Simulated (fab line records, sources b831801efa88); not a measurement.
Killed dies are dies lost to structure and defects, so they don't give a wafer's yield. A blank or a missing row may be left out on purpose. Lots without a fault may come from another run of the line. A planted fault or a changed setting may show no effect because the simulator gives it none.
fab line records | flow sky130
record lots=6 wafers=18 last_day=50
route steps=708 shown RES_XHIGH@340 SD_N@342 SD_P@359 PAD_OPEN@708
lots that met no fault: from a run of the same line without faults
start_h: hours from the record's first day to the start of the lot's first wafer shown | wait_h: hours since the lot's step before | " the same as in the row above | L1.1+2: a row that stands for several wafers | - no value, or no start given | * or withheld: withheld | < > ~ a bound
route shown NAME@n: a module of which the file shows steps, and the number in the route of the first | usual: mean/standard deviation of fault-free wafers | same: alike in all rows | chamber/n: place in a boat | sites: the reading at each site | _std_site: their standard deviation | _edge_site: outer sites' mean less inner sites' | radius_mm: how far each site lies from the wafer's centre | mask NAME#n: copy n | behind: the tool/chamber that last shaped the wafer | hold: why the lot was held/for how many hours/how that ended | device: the transistor (n, p or np) that didn't switch | end of line: the same wafers' tests at the end of the route | a step without rows: its recipe alone | killed: dies lost to structure and defects at the first sort, not the wafer's yield | map: a wafer's dies, x killed, . not, _ none there
set.NAME: the setting as run; set.NAME@STEP: as run at that earlier step | model.NAME: the simulator's own value behind a step, which no gauge read
lots at some steps of the route; a table a step, a row a wafer
services: from which hour (start_h, from the record's first day; less than 0 if before it) a tool's chamber was out of use, for how many hours, and why
## steps
# step SKY_RES_XHIGH_STRIP_08
# recipe chemistry=O2/N2 power_w=1400 pressure_mtorr=1500 platen_temp_c=withheld o2_flow_sccm=3000 n2_flow_sccm=300 overash_fraction=0.5
# usual drypump_motor_current_A=5.61/0.27 oes_product_au=0.711/0.0051 strip_time_to_endpoint_s=14.28/0.043
# columns lot.wafer tool chamber start_h wait_h drypump_motor_current_A oes_product_au rf_hours_counter_h strip_time_to_endpoint_s
L879.2 plasma_asher-04 0 634.99 0.1 5.88 0.707 21 14.28
L879.3 " 1 " " 5.99 0.710 - 14.28
L879.4 " 0 " " 5.86 0.719 - 14.25
L882.1 plasma_asher-04 1 644.85 0.1 5.99 0.709 22 14.24
L882.4 " 0 " " 5.85 0.708 - 14.28
L882.5 " 0 " " 5.83 0.715 - 14.23
L892.2 plasma_asher-04 0 729.59 0.1 5.86 0.708 31 14.22
L892.4 " 0 " " 5.87 0.713 - 14.25
L892.6 " 1 " " 6.00 0.709 - 14.23
L893.1 plasma_asher-02 0 735.60 0.1 5.30 0.714 62 14.26
L893.3 " 0 " " 5.32 0.712 - 14.26
L893.6 " 1 " " 5.40 0.706 - 14.23
L899.1 plasma_asher-03 0 780.45 0.1 5.39 0.714 91 14.37
L899.2 " 1 " " 5.74 0.713 91 14.33
L899.5 " 1 " " 5.74 0.709 - 14.37
L901.1 plasma_asher-03 1 801.80 0.1 5.76 0.702 94 14.31
L901.4 " 1 " " 5.72 0.715 - 14.31
L901.6 " 0 " " 5.36 0.706 - 14.26
# step SKY_RES_XHIGH_TW_MEAS_09
# usual RES_XHIGH_TW=1656/14
# columns lot.wafer tool chamber start_h wait_h RES_XHIGH_TW
L879.2 film_metro-04 - 635.10 0.1 1653
L879.3 " - " " 1656
L879.4 " - " " 1655
L882.1 film_metro-04 - 644.95 0.1 1646
L882.4 " - " " 1656
L882.5 " - " " 1653
L892.2 film_metro-04 - 729.70 0.1 1630
L892.4 " - " " 1629
L892.6 " - " " 1640
L893.1 film_metro-03 - 735.70 0.1 1674
L893.3 " - " " 1671
L893.6 " - " " 1673
L899.1 film_metro-03 - 780.55 0.1 1664
L899.2 " - " " 1664
L899.5 " - " " 1673
L901.1 film_metro-04 - 801.90 0.1 1649
L901.4 " - " " 1649
L901.6 " - " " 1640
# step SKY_SD_N_DEHYDRATE_00
# recipe temp_c=200 time_s=60
# step SKY_SD_N_HMDS_01
# recipe prime_time_s=60 prime_temp_c=120
# step SKY_SD_N_COAT_02
# recipe resist=NOVOLAK spin_rpm=3000 resist_thk_nm=1140
# step SKY_SD_N_SOFTBAKE_03
# recipe temp_c=90 time_s=60 resist=NOVOLAK
# step SKY_SD_N_EXPOSE_04
# recipe mask_id=NSDM na=0.6 source_shape=conventional sigma_outer=0.6 polarization=unpolarized target_cd_nm=380 dose_mj=141
# step SKY_SD_N_PEB_05
# recipe temp_c=withheld time_s=* resist=NOVOLAK
# step SKY_SD_N_DEVELOP_06
# recipe resist=NOVOLAK developer=TMAH develop_time_s=60 dev_temp_c=23
# step SKY_SD_N_CD_MEAS_07
# recipe target_cd_nm=380
# usual cd_nm=380.3/2.7
# columns lot.wafer tool chamber start_h wait_h cd_nm
L879.2 cd_sem-01 - 661.72 0.1 378.5
L879.3 " - " " 378.5
L879.4 " - " " 377.5
L882.1 cd_sem-02 - 671.40 0.1 383.4
L882.4 " - " " 379.8
L882.5 " - " " 381.4
L892.2 cd_sem-01 - 756.19 0.1 375.2
L892.4 " - " " 377.3
L892.6 " - " " 375.9
L893.1 cd_sem-02 - 762.27 0.1 381.5
L893.3 " - " " 379.3
L893.6 " - " " 379.1
L899.1 cd_sem-01 - 806.50 0.1 377.5
L899.2 " - " " 380.0
L899.5 " - " " 379.8
L901.1 cd_sem-02 - 828.25 0.1 378.9
L901.4 " - " " 379.6
L901.6 " - " " 378.3
# step SKY_SD_N_OVL_MEAS_08
# usual SD_N_OVL=0.9/2.1
# columns lot.wafer tool chamber start_h wait_h SD_N_OVL[nm]
L879.2 overlay-02 - 661.83 0.1 2.9
L879.3 " - " " 2.8
L879.4 " - " " 2.4
L882.1 overlay-01 - 671.52 0.1 -2.7
L882.4 " - " " -0.6
L882.5 " - " " 0.8
L892.2 overlay-02 - 756.29 0.1 2.9
L892.4 " - " " 2.5
L892.6 " - " " 3.7
L893.1 overlay-02 - 762.39 0.1 0.9
L893.3 " - " " 1.8
L893.6 " - " " 0.0
L899.1 overlay-01 - 806.62 0.1 1.0
L899.2 " - " " 1.9
L899.5 " - " " 3.7
L901.1 overlay-01 - 828.37 0.1 1.3
L901.4 " - " " 1.1
L901.6 " - " " 0.0
# step SKY_SD_N_IMPLANT_09
# recipe species=As energy_kev=50 dose_cm2=4e+15 tilt_deg=0
# step SKY_SD_N_IMPLANT_10
# recipe species=P energy_kev=20 dose_cm2=1e+14 tilt_deg=0
# usual dose_ions_cm2=1.0004e+14/1.2e+11 faraday_current_uA=508/35
# columns lot.wafer tool chamber start_h wait_h dose_ions_cm2 faraday_current_uA
L879.2 implanter-03 0 662.03 0.1 1.0016e+14 485
L879.3 " 0 " " 1.001e+14 484
L879.4 " 0 " " 1.0018e+14 485
L882.1 implanter-01 0 671.71 0.1 9.998e+13 504
L882.4 " 0 " " 1.002e+14 501
L882.5 " 0 " " 9.987e+13 510
L892.2 implanter-01 0 756.50 0.1 4.04e+13 226
L892.4 " 0 " " 4.04e+13 223
L892.6 " 0 " " 4.054e+13 217
L893.1 implanter-01 0 762.58 0.1 4.001e+13 219
L893.3 " 0 " " 4.004e+13 220
L893.6 " 0 " " 4.02e+13 226
L899.1 implanter-03 0 806.81 0.1 9.996e+13 467
L899.2 " 0 " " 9.987e+13 459
L899.5 " 0 " " 1.0004e+14 487
L901.1 implanter-01 0 828.56 0.1 9.996e+13 515
L901.4 " 0 " " 1.0026e+14 521
L901.6 " 0 " " 1.0011e+14 511
# step SKY_SD_N_STRIP_11
# recipe chemistry=O2/N2 power_w=1400 pressure_mtorr=1500 platen_temp_c=withheld o2_flow_sccm=3000 n2_flow_sccm=300 overash_fraction=0.5
# usual drypump_motor_current_A=5.5/0.51 oes_product_au=0.528/0.0043 strip_time_to_endpoint_s=22.55/0.039
# columns lot.wafer tool chamber start_h wait_h drypump_motor_current_A oes_product_au rf_hours_counter_h strip_time_to_endpoint_s
L879.2 plasma_asher-02 0 662.16 0.1 5.3 0.528 54 22.52
L879.3 " 1 " " 5.4 0.528 - 22.60
L879.4 " 0 " " 5.3 0.523 - 22.58
L882.1 plasma_asher-01 0 671.86 0.1 4.8 0.527 98 22.51
L882.4 " 1 " " 6.2 0.521 - 22.51
L882.5 " 0 " " 4.8 0.526 - 22.52
L892.2 plasma_asher-01 0 756.62 0.1 4.8 0.517 2 22.60
L892.4 " 1 " " 6.2 0.535 - 22.55
L892.6 " 1 " " 6.2 0.532 - 22.53
L893.1 plasma_asher-01 0 762.73 0.1 4.8 0.525 2 22.51
L893.3 " 0 " " 4.8 0.532 - 22.53
L893.6 " 0 " " 4.8 0.528 - 22.53
L899.1 plasma_asher-01 1 806.96 0.1 6.3 0.525 6 22.58
L899.2 " 0 " " 4.8 0.531 6 22.56
L899.5 " 1 " " 6.2 0.527 - 22.52
L901.1 plasma_asher-02 0 828.71 0.1 5.3 0.535 71 22.57
L901.4 " 0 " " 5.3 0.519 - 22.57
L901.6 " 1 " " 5.4 0.526 - 22.61
# step SKY_SD_N_TW_MEAS_12
# usual SD_N_TW=4032/40
# columns lot.wafer tool chamber start_h wait_h SD_N_TW
L879.2 film_metro-03 - 662.27 0.1 4092
L879.3 " - " " 4092
L879.4 " - " " 4114
L882.1 film_metro-03 - 671.96 0.1 4067
L882.4 " - " " 4051
L882.5 " - " " 4061
L892.2 film_metro-03 - 756.73 0.1 4053
L892.4 " - " " 4081
L892.6 " - " " 4061
L893.1 film_metro-04 - 762.83 0.1 3998
L893.3 " - " " 3985
L893.6 " - " " 3984
L899.1 film_metro-02 - 807.06 0.1 4025
L899.2 " - " " 3996
L899.5 " - " " 3999
L901.1 film_metro-04 - 828.81 0.1 3992
L901.4 " - " " 3994
L901.6 " - " " 4021
# step SKY_SD_N_CLEAN_13
# recipe chemistry=SC1/SC2 mix=1:4:20 temp_c=70 time_s=150 dry=n2_spin
# step SKY_SD_N_RTA_14
# recipe temp_c=1075 time_s=2 idle_temp_c=650 ramp_up_c_per_s=150 ramp_down_c_per_s=90 ambient=N2
# usual lamp_power_pct=15.73/0.055 wafer_temp_C_max=1078.0/1.2
# columns lot.wafer tool chamber start_h wait_h lamp_power_pct wafer_temp_C_max
L879.2 rtp_anneal-02 0 662.38 0.0 15.75 1077.7
L879.3 " 0 " " 15.76 1076.4
L879.4 " 0 " " 15.83 1079.4
L882.1 rtp_anneal-02 0 672.12 0.0 15.66 1079.3
L882.4 " 0 " " 15.82 1082.3
L882.5 " 0 " " 15.69 1078.7
L892.2 rtp_anneal-02 0 756.85 0.0 15.70 1078.5
L892.4 " 0 " " 15.63 1078.9
L892.6 " 0 " " 15.76 1077.1
L893.1 rtp_anneal-01 0 762.94 0.0 15.74 1077.4
L893.3 " 0 " " 15.70 1079.4
L893.6 " 0 " " 15.69 1076.1
L899.1 rtp_anneal-01 0 807.17 0.0 15.73 1076.6
L899.2 " 0 " " 15.73 1078.0
L899.5 " 0 " " 15.80 1077.5
L901.1 rtp_anneal-02 0 828.92 0.0 15.72 1077.7
L901.4 " 0 " " 15.73 1079.6
L901.6 " 0 " " 15.75 1077.9
# step SKY_SD_N_RS_MEAS_16
# recipe thk_meas_gauge=four-point-probe
# usual SD_N_RS=68.52/0.17
# columns lot.wafer tool chamber start_h wait_h SD_N_RS[ohm/sq]
L879.2 film_metro-04 - 662.56 0.1 68.57
L879.3 " - " " 68.65
L879.4 " - " " 68.57
L882.1 film_metro-02 - 672.29 0.1 68.29
L882.4 " - " " 68.38
L882.5 " - " " 68.29
L892.2 film_metro-03 - 757.03 0.1 70.05
L892.4 " - " " 70.06
L892.6 " - " " 70.09
L893.1 film_metro-02 - 763.11 0.1 69.79
L893.3 " - " " 69.57
L893.6 " - " " 69.82
L899.1 film_metro-02 - 807.34 0.1 68.26
L899.2 " - " " 68.36
L899.5 " - " " 68.25
L901.1 film_metro-04 - 829.10 0.1 68.64
L901.4 " - " " 68.76
L901.6 " - " " 68.57
# step SKY_SD_N_RS_MEAS_17
# recipe thk_meas_gauge=four-point-probe
# usual SD_P_RS=147.0/0.47
# columns lot.wafer tool chamber start_h wait_h SD_P_RS[ohm/sq]
L879.2 film_metro-04 - 662.68 0.1 147.6
L879.3 " - " " 147.3
L879.4 " - " " 147.3
L882.1 film_metro-02 - 672.41 0.1 147.1
L882.4 " - " " 146.9
L882.5 " - " " 146.7
L892.2 film_metro-03 - 757.15 0.1 147.0
L892.4 " - " " 147.5
L892.6 " - " " 147.3
L893.1 film_metro-02 - 763.23 0.1 146.4
L893.3 " - " " 146.6
L893.6 " - " " 146.6
L899.1 film_metro-02 - 807.46 0.1 146.6
L899.2 " - " " 146.3
L899.5 " - " " 146.5
L901.1 film_metro-04 - 829.22 0.1 147.0
L901.4 " - " " 146.6
L901.6 " - " " 147.2
# step SKY_PAD_OPEN_PROBE_99
# usual killed_at_M0_to_M3=43/7 killed_at_M4_up=3.5/1.9 killed_at_contacts=24/5.3 killed_at_front_end=15/4.4 killed_at_other=0.3/0.69 killed_dies=87/9.7 killed_open=48/7 killed_short=39/6.4
# same gross_dies=492 killed_at_back_side=0
# columns lot.wafer tool chamber start_h wait_h killed_at_M0_to_M3 killed_at_M4_up killed_at_contacts killed_at_front_end killed_at_other killed_dies killed_open killed_short
L882.1 prober-02 - 1094.07 0.1 37 5 21 18 0 81 47 33
L882.4 prober-02 - 1094.22 0.2 44 4 27 27 2 104 58 45
L882.5 prober-02 - 1094.27 0.2 42 3 23 26 0 94 54 38
L892.2 prober-02 - 1157.77 0.1 54 3 23 10 0 90 54 36
L892.4 prober-02 - 1157.87 0.2 35 6 16 21 0 78 39 39
L892.6 prober-02 - 1157.97 0.2 52 5 24 25 0 106 53 52
# killed by level:class
L882.1 VIA1:geometric_particle:open=9 LI_CONTACT:geometric_particle:open=7 POLY_GATE:geometric_particle:short=6 VIA1:geometric_particle:short=6 FIELD_ISO:geometric_particle:open=5 CONTACT:geometric_particle:open=5 METAL2:geometric_particle:short=5 VIA2:geometric_particle:open=5
L882.4 VIA1:geometric_particle:open=13 LI_CONTACT:geometric_particle:open=8 VIA3:geometric_particle:open=8 FIELD_ISO:geometric_particle:open=6 POLY_GATE:geometric_particle:short=6 POLY_GATE:geometric_particle:open=6 LOCAL_INTERCONNECT:geometric_particle:short=6 CONTACT:geometric_particle:open=6
L882.5 LI_CONTACT:geometric_particle:open=12 VIA1:geometric_particle:open=11 FIELD_ISO:geometric_particle:short=9 VIA2:geometric_particle:open=9 METAL1:geometric_particle:short=8 FIELD_ISO:geometric_particle:open=7 LOCAL_INTERCONNECT:geometric_particle:short=4 VIA3:geometric_particle:open=4
L892.2 VIA1:geometric_particle:open=16 VIA2:geometric_particle:open=9 CONTACT:geometric_particle:open=8 VIA3:geometric_particle:open=8 LI_CONTACT:geometric_particle:open=6 LI_CONTACT:geometric_particle:short=5 METAL1:geometric_particle:short=5 VIA1:geometric_particle:short=4
L892.4 VIA1:geometric_particle:open=9 FIELD_ISO:geometric_particle:short=8 CONTACT:geometric_particle:open=8 VIA1:geometric_particle:short=5 VIA3:geometric_particle:open=5 METAL4:geometric_particle:short=5 FIELD_ISO:geometric_particle:open=4 LI_CONTACT:geometric_particle:short=4
L892.6 VIA1:geometric_particle:open=13 CONTACT:geometric_particle:open=9 VIA1:geometric_particle:short=9 FIELD_ISO:geometric_particle:short=8 LI_CONTACT:geometric_particle:open=7 VIA2:geometric_particle:open=7 FIELD_ISO:geometric_particle:open=6 POLY_GATE:geometric_particle:short=6
## services
# columns tool chamber start_h hours kind
plasma_asher-02 - 623.57 4.3 repair
rtp_anneal-01 - 633.64 66.4 pm
plasma_asher-01 - 638.17 2.9 repair
implanter-01 - 651.55 10.9 repair
plasma_asher-03 - 685.57 7.5 repair
implanter-01 - 709.68 4.5 pm
implanter-03 - 719.14 3.7 pm
plasma_asher-03 - 733.12 14.6 pm
plasma_asher-01 - 733.75 9.0 pm
plasma_asher-01 0 733.75 9.0 vent_cycle
plasma_asher-01 1 733.75 9.0 vent_cycle
implanter-03 - 739.19 23.6 pm
plasma_asher-01 0 742.75 - clean
plasma_asher-01 1 742.75 - clean
plasma_asher-02 - 742.75 2.8 pm
## key
first_sign step=SKY_SD_N_IMPLANT_10 reading=dose_ions_cm2 direction=down sigmas=99+ usual=* struck=*
effect step=SKY_SD_N_IMPLANT_10 reading=faraday_current_uA direction=down sigmas=8.3 usual=508 struck=222
effect step=SKY_SD_N_RS_MEAS_16 reading=SD_N_RS direction=up sigmas=8.2 usual=68.52 struck=69.90
met_at SKY_SD_N_IMPLANT_10
struck_wafers L892.2,L892.4,L892.6,L893.1,L893.3,L893.6
tester_left_out L892,L893
onset_between 671.71 756.50
fault kind=process_parameter_drift tool=implanter-01 chamber=- onset_h=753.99 steps=SKY_SD_N_IMPLANT_10 channel=dose_cm2 offset=* shape=step end_h=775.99 acts_in=* stated=*
# tester_left_out: of these lots the tester's yield and bins aren't shown, on N5 and GAA mostly nor the transistor test; their killed dies are dies lost to structure and defects alone, not to doping, threshold or leakage, so they don't give the yield
